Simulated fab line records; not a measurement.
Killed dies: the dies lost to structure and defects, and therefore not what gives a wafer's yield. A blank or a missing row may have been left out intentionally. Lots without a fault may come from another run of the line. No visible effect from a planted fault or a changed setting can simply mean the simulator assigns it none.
fab line records	flow gf180mcu
record lots=14	wafers=42	last-day=34
route steps=602 shown V4@481 MIM@507 V5@551 TOP_METAL@571
lots that met no fault: from a run of the same line without faults
start-h: start of the lot's first displayed wafer, in hours after the record's first day	wait-h: how many hours have passed since the lot's step before this one	" same as the row above	L1.1+2: one row covering several wafers at once	- value missing, or start not given	* or withheld: withheld	< > ~ a bound
route shown NAME@n: NAME is a module with steps in the file, n the number in the route of the first one	usual: mean and standard deviation over wafers with no fault	same: alike in all rows	chamber/n: place in a boat	sites: readings site by site	_std_site: how widely they spread, as a standard deviation	_edge_site: outer sites' mean less inner sites'	radius-mm: how far each site lies from the wafer's centre	mask NAME#n: copy n	behind: the most recent tool/chamber to have shaped the wafer	hold: the reason the lot was held/the length of the hold in hours/how it ended	device: which transistor (n, p or np) failed to switch	end of line: the same wafers' tests at the end of the route	a step with no rows: only its recipe	killed: at the first sort, the dies lost to defects and structure; wafer yield is something else	map: a wafer's dies, marking killed ones x, the rest . and places with no die _
set.NAME: the run value of the setting; set.NAME@STEP: its run value at that earlier step	model.NAME: the simulator's own value behind a step, which no gauge read
a sample of lots followed through the steps of the route, with each step as a table and each wafer as a row
services: the hour from which a tool's chamber was out of use, counted from the record's first day as start-h (under 0 if before that day), plus the number of hours and why
## steps
# step GF_V4_BOW_MEAS_05
# recipe mode=bow
# usual V4_BOW=136/10
lot.wafer	tool	chamber	start-h	wait-h	V4_BOW[um]
L675.1	film-metro-04	-	549.43	0.1	135
L675.5	"	-	"	"	127
L675.6	"	-	"	"	138
L676.1	film-metro-01	-	555.62	0.2	134
L676.2	"	-	"	"	138
L676.6	"	-	"	"	130
L677.1	film-metro-02	-	565.53	0.2	141
L677.2	"	-	"	"	139
L677.3	"	-	"	"	142
L679.2	film-metro-02	-	582.72	0.2	138
L679.3	"	-	"	"	127
L679.5	"	-	"	"	123
L680.1	film-metro-02	-	591.97	0.2	129
L680.5	"	-	"	"	129
L680.6	"	-	"	"	122
L681.1	film-metro-01	-	598.75	0.2	137
L681.2	"	-	"	"	135
L681.6	"	-	"	"	132
L683.1	film-metro-04	-	613.20	0.1	133
L683.5	"	-	"	"	128
L683.6	"	-	"	"	131
L685.1	film-metro-01	-	631.66	0.1	161
L685.4	"	-	"	"	150
L685.6	"	-	"	"	163
L686.2	film-metro-01	-	637.38	0.2	121
L686.3	"	-	"	"	136
L686.6	"	-	"	"	137
L687.4	film-metro-02	-	648.75	0.2	138
L687.5	"	-	"	"	152
L687.6	"	-	"	"	145
L692.3	film-metro-02	-	680.38	0.1	142
L692.5	"	-	"	"	122
L692.6	"	-	"	"	126
L694.2	film-metro-04	-	694.75	0.2	116
L694.4	"	-	"	"	125
L694.6	"	-	"	"	109
L696.2	film-metro-04	-	703.82	0.2	146
L696.4	"	-	"	"	148
L696.5	"	-	"	"	145
L697.1	film-metro-01	-	712.53	0.1	139
L697.3	"	-	"	"	131
L697.5	"	-	"	"	143
# step GF_MIM_SPUTTER_04
# recipe material=TiN	target-thk-nm=50	power-w=6500	time-s=41.7	chamber-pressure-pa=0.4
# usual chamber-pressure-pa=0.4001/0.00082	throttle-valve-pct=29.9/0.93
lot.wafer	tool	chamber	start-h	wait-h	chamber-pressure-pa	throttle-valve-pct
L675.1	pvd-sputter-01	-	573.70	0.0	0.4009	30.5
L675.5	"	-	"	"	0.4002	28.8
L675.6	"	-	"	"	0.4018	30.6
L676.1	pvd-sputter-01	-	579.04	0.0	0.4016	28.8
L676.2	"	-	"	"	0.4010	30.7
L676.6	"	-	"	"	0.3990	30.5
L677.1	pvd-sputter-01	-	589.06	0.0	0.4014	28.7
L677.2	"	-	"	"	0.4006	30.6
L677.3	"	-	"	"	0.3990	29.9
L679.2	pvd-sputter-04	-	605.22	0.0	0.3987	30.8
L679.3	"	-	"	"	0.4012	30.8
L679.5	"	-	"	"	0.4013	29.8
L680.1	pvd-sputter-01	-	615.04	0.0	0.4017	30.9
L680.5	"	-	"	"	0.4008	30.6
L680.6	"	-	"	"	0.3996	29.6
L681.1	pvd-sputter-01	-	621.55	0.0	0.4010	28.6
L681.2	"	-	"	"	0.3997	30.4
L681.6	"	-	"	"	0.4001	28.9
L683.1	pvd-sputter-03	-	635.74	0.0	0.4002	28.7
L683.5	"	-	"	"	0.4000	30.4
L683.6	"	-	"	"	0.4005	29.0
L685.1	pvd-sputter-04	-	652.87	0.0	0.4012	30.9
L685.4	"	-	"	"	0.4005	29.8
L685.6	"	-	"	"	0.3992	30.9
L686.2	pvd-sputter-01	-	659.07	0.0	0.3999	28.8
L686.3	"	-	"	"	0.4010	30.8
L686.6	"	-	"	"	0.3996	28.7
L687.4	pvd-sputter-04	-	669.47	0.0	0.3993	30.9
L687.5	"	-	"	"	0.3996	30.6
L687.6	"	-	"	"	0.4004	29.7
L692.3	pvd-sputter-03	-	701.12	0.0	0.3994	28.5
L692.5	"	-	"	"	0.4004	28.1
L692.6	"	-	"	"	0.3997	29.3
L694.2	pvd-sputter-04	-	714.56	0.0	0.3994	29.7
L694.4	"	-	"	"	0.3987	30.8
L694.6	"	-	"	"	0.3988	30.8
L696.2	pvd-sputter-03	-	723.25	0.0	0.4006	28.6
L696.4	"	-	"	"	0.4000	28.2
L696.5	"	-	"	"	0.4005	28.0
L697.1	pvd-sputter-04	-	731.65	0.0	0.4005	30.0
L697.3	"	-	"	"	0.4005	30.9
L697.5	"	-	"	"	0.3989	30.8
# step GF_V5_EXPOSE_11
# recipe mask-id=Via5	target-cd-nm=260	na=0.68	source-shape=conventional	sigma-outer=0.6	dose-mj=38
# usual exposure-dose-mJ-cm2=37.92/0.038
lot.wafer	tool	chamber	start-h	wait-h	mask	exposure-dose-mJ-cm2
L675.1	krf-scanner-02	0	629.06	-	Via5#0	37.94
L675.5	"	0	"	"	Via5#0	37.93
L675.6	"	0	"	"	Via5#0	37.96
L676.1	krf-scanner-02	0	633.06	-	Via5#0	37.91
L676.2	"	0	"	"	Via5#0	37.97
L676.6	"	0	"	"	Via5#0	37.90
L677.1	krf-scanner-01	0	641.44	-	Via5#0	37.97
L677.2	"	0	"	"	Via5#0	37.92
L677.3	"	0	"	"	Via5#0	38.00
L679.2	krf-scanner-01	0	657.65	-	Via5#0	37.95
L679.3	"	0	"	"	Via5#0	37.94
L679.5	"	0	"	"	Via5#0	37.97
L680.1	krf-scanner-01	0	666.41	-	Via5#0	37.94
L680.5	"	0	"	"	Via5#0	37.94
L680.6	"	0	"	"	Via5#0	37.89
L681.1	krf-scanner-02	0	673.38	-	Via5#0	37.84
L681.2	"	0	"	"	Via5#0	37.86
L681.6	"	0	"	"	Via5#0	37.89
L683.1	krf-scanner-02	0	685.61	-	Via5#0	37.91
L683.5	"	0	"	"	Via5#0	37.89
L683.6	"	0	"	"	Via5#0	37.88
L685.1	krf-scanner-01	0	703.53	-	Via5#0	37.93
L685.4	"	0	"	"	Via5#0	37.91
L685.6	"	0	"	"	Via5#0	37.91
L686.2	krf-scanner-01	0	708.08	-	Via5#0	37.96
L686.3	"	0	"	"	Via5#0	37.93
L686.6	"	0	"	"	Via5#0	37.96
L687.4	krf-scanner-02	0	717.89	-	Via5#0	45.65
L687.5	"	0	"	"	Via5#0	45.62
L687.6	"	0	"	"	Via5#0	45.67
L692.3	krf-scanner-02	0	747.92	-	Via5#0	44.10
L692.5	"	0	"	"	Via5#0	44.12
L692.6	"	0	"	"	Via5#0	44.17
L694.2	krf-scanner-01	0	758.96	-	Via5#0	37.93
L694.4	"	0	"	"	Via5#0	37.92
L694.6	"	0	"	"	Via5#0	37.92
L696.2	krf-scanner-01	0	767.60	-	Via5#0	37.91
L696.4	"	0	"	"	Via5#0	37.90
L696.5	"	0	"	"	Via5#0	37.89
L697.1	krf-scanner-01	0	775.36	-	Via5#0	37.94
L697.3	"	0	"	"	Via5#0	37.91
L697.5	"	0	"	"	Via5#0	37.94
# step GF_V5_CD_MEAS_14
# recipe target-cd-nm=260
# usual cd-nm=260.2/1.3
lot.wafer	tool	chamber	start-h	wait-h	cd-nm
L675.1	cd-sem-02	-	638.96	0.1	260.7
L675.5	"	-	"	"	260.3
L675.6	"	-	"	"	258.9
L676.1	cd-sem-02	-	642.64	0.1	262.6
L676.2	"	-	"	"	261.7
L676.6	"	-	"	"	261.2
L677.1	cd-sem-01	-	651.41	0.1	260.8
L677.2	"	-	"	"	259.8
L677.3	"	-	"	"	261.1
L679.2	cd-sem-02	-	666.96	0.1	262.2
L679.3	"	-	"	"	260.4
L679.5	"	-	"	"	261.9
L680.1	cd-sem-01	-	675.96	0.1	259.0
L680.5	"	-	"	"	259.0
L680.6	"	-	"	"	260.2
L681.1	cd-sem-02	-	682.41	0.1	258.9
L681.2	"	-	"	"	259.0
L681.6	"	-	"	"	259.6
L683.1	cd-sem-02	-	694.66	0.1	258.7
L683.5	"	-	"	"	259.5
L683.6	"	-	"	"	258.5
L685.1	cd-sem-02	-	712.54	0.1	259.1
L685.4	"	-	"	"	259.0
L685.6	"	-	"	"	259.9
L686.2	cd-sem-02	-	716.38	0.1	258.5
L686.3	"	-	"	"	258.2
L686.6	"	-	"	"	257.6
L687.4	cd-sem-02	-	726.47	0.1	288.7
L687.5	"	-	"	"	288.1
L687.6	"	-	"	"	287.7
L692.3	cd-sem-02	-	755.88	0.1	284.1
L692.5	"	-	"	"	283.3
L692.6	"	-	"	"	283.4
L694.2	cd-sem-02	-	767.16	0.1	260.7
L694.4	"	-	"	"	261.4
L694.6	"	-	"	"	260.5
L696.2	cd-sem-01	-	775.58	0.1	260.5
L696.4	"	-	"	"	260.0
L696.5	"	-	"	"	260.1
L697.1	cd-sem-02	-	783.11	0.1	260.6
L697.3	"	-	"	"	259.4
L697.5	"	-	"	"	259.5
# step GF_TOP_METAL_SPUTTER_04
# recipe material=TiN	target-thk-nm=25	power-w=6500	time-s=20.8	chamber-pressure-pa=0.4
# usual chamber-pressure-pa=0.4001/0.00081	throttle-valve-pct=30.5/0.69
lot.wafer	tool	chamber	start-h	wait-h	chamber-pressure-pa	throttle-valve-pct
L675.1	pvd-sputter-02	-	640.75	0.0	0.4000	31.3
L675.5	"	-	"	"	0.3997	29.5
L675.6	"	-	"	"	0.3994	31.3
L676.1	pvd-sputter-02	-	644.37	0.0	0.3996	31.1
L676.2	"	-	"	"	0.3998	30.7
L676.6	"	-	"	"	0.3985	31.1
L677.1	pvd-sputter-02	-	653.14	0.0	0.4006	30.6
L677.2	"	-	"	"	0.3999	31.3
L677.3	"	-	"	"	0.4005	31.0
L679.2	pvd-sputter-01	-	668.67	0.0	0.3995	30.5
L679.3	"	-	"	"	0.4010	28.7
L679.5	"	-	"	"	0.4003	29.7
L680.1	pvd-sputter-01	-	677.72	0.0	0.3999	30.8
L680.5	"	-	"	"	0.4008	29.0
L680.6	"	-	"	"	0.4018	30.8
L681.1	pvd-sputter-04	-	684.17	0.0	0.4002	30.7
L681.2	"	-	"	"	0.3997	29.8
L681.6	"	-	"	"	0.3998	30.1
L683.1	pvd-sputter-01	-	696.40	0.0	0.4008	30.6
L683.5	"	-	"	"	0.3999	28.8
L683.6	"	-	"	"	0.3982	30.7
L685.1	pvd-sputter-02	-	714.27	0.0	0.4010	31.0
L685.4	"	-	"	"	0.4000	31.2
L685.6	"	-	"	"	0.4006	31.0
L686.2	pvd-sputter-04	-	718.19	0.0	0.4011	30.9
L686.3	"	-	"	"	0.4011	30.7
L686.6	"	-	"	"	0.4007	30.0
L687.4	pvd-sputter-04	-	728.14	0.0	0.4004	30.1
L687.5	"	-	"	"	0.4013	30.7
L687.6	"	-	"	"	0.3991	29.9
L692.3	pvd-sputter-04	-	757.57	0.0	0.4000	31.0
L692.5	"	-	"	"	0.4002	30.9
L692.6	"	-	"	"	0.4002	30.9
L694.2	pvd-sputter-02	-	768.87	0.0	0.3999	31.3
L694.4	"	-	"	"	0.3995	31.2
L694.6	"	-	"	"	0.3987	30.6
L696.2	pvd-sputter-01	-	777.37	0.0	0.4003	29.3
L696.4	"	-	"	"	0.4011	28.7
L696.5	"	-	"	"	0.3992	30.3
L697.1	pvd-sputter-02	-	784.90	0.0	0.4005	30.7
L697.3	"	-	"	"	0.4014	31.1
L697.5	"	-	"	"	0.4011	31.1
## services
tool	chamber	start-h	hours	kind
krf-scanner-02	-	556.10	0.8	pm
krf-scanner-01	-	574.43	1.3	pm
pvd-sputter-01	-	579.50	1.1	repair
krf-scanner-02	-	597.54	0.3	repair
krf-scanner-02	-	600.09	1.0	pm
krf-scanner-01	-	653.57	1.0	pm
pvd-sputter-01	3	659.11	-	consumable-replace:kit
pvd-sputter-01	3	659.11	18.0	scheduled-down
pvd-sputter-01	3	659.11	18.0	vent-cycle
krf-scanner-02	-	661.51	0.6	repair
krf-scanner-02	-	674.27	1.3	pm
krf-scanner-01	-	675.90	1.6	repair
pvd-sputter-02	-	675.91	10.1	repair
krf-scanner-01	-	680.59	3.6	pm
pvd-sputter-03	-	686.78	4.8	repair
krf-scanner-01	-	692.90	4.0	pm
krf-scanner-02	-	695.79	1.1	repair
pvd-sputter-04	-	700.49	1.2	repair
krf-scanner-01	-	704.76	0.8	pm
krf-scanner-02	-	724.96	0.8	pm
pvd-sputter-02	-	742.68	1.5	repair
krf-scanner-01	-	750.33	1.3	pm
pvd-sputter-02	-	750.95	7.0	repair
krf-scanner-02	-	769.14	1.0	pm
## key
first-sign step=GF_V5_EXPOSE_11	reading=exposure-dose-mJ-cm2	direction=up	sigmas=99+	usual=37.92	struck=44.89
effect step=GF_V5_CD_MEAS_14	reading=cd-nm	direction=up	sigmas=20	usual=260.2	struck=285.9	through=control-loop
met-at GF_V5_EXPOSE_11
struck-lots L687,L692
sort-left-out L687.4,L687.5,L687.6
loop-trim step=GF_V5_EXPOSE_11	setting=dose	lots=L692
not-acting-at GF_V4_BOW_MEAS_05,GF_MIM_SPUTTER_04,GF_TOP_METAL_SPUTTER_04
onset-between 685.61 717.89
fault kind=process-parameter-drift	tool=krf-scanner-02	chamber=-	onset-h=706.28	steps=GF_V5_EXPOSE_11	channel=dose-mj	offset=7.7536	shape=step	acts-in=these-recipes-only	stated=38
# sort-left-out: the simulated sort isn't trusted on such a fault, so these wafers' sort isn't shown, and their yield isn't known
# loop-trim: a control loop set the setting to another value than it would have without faults
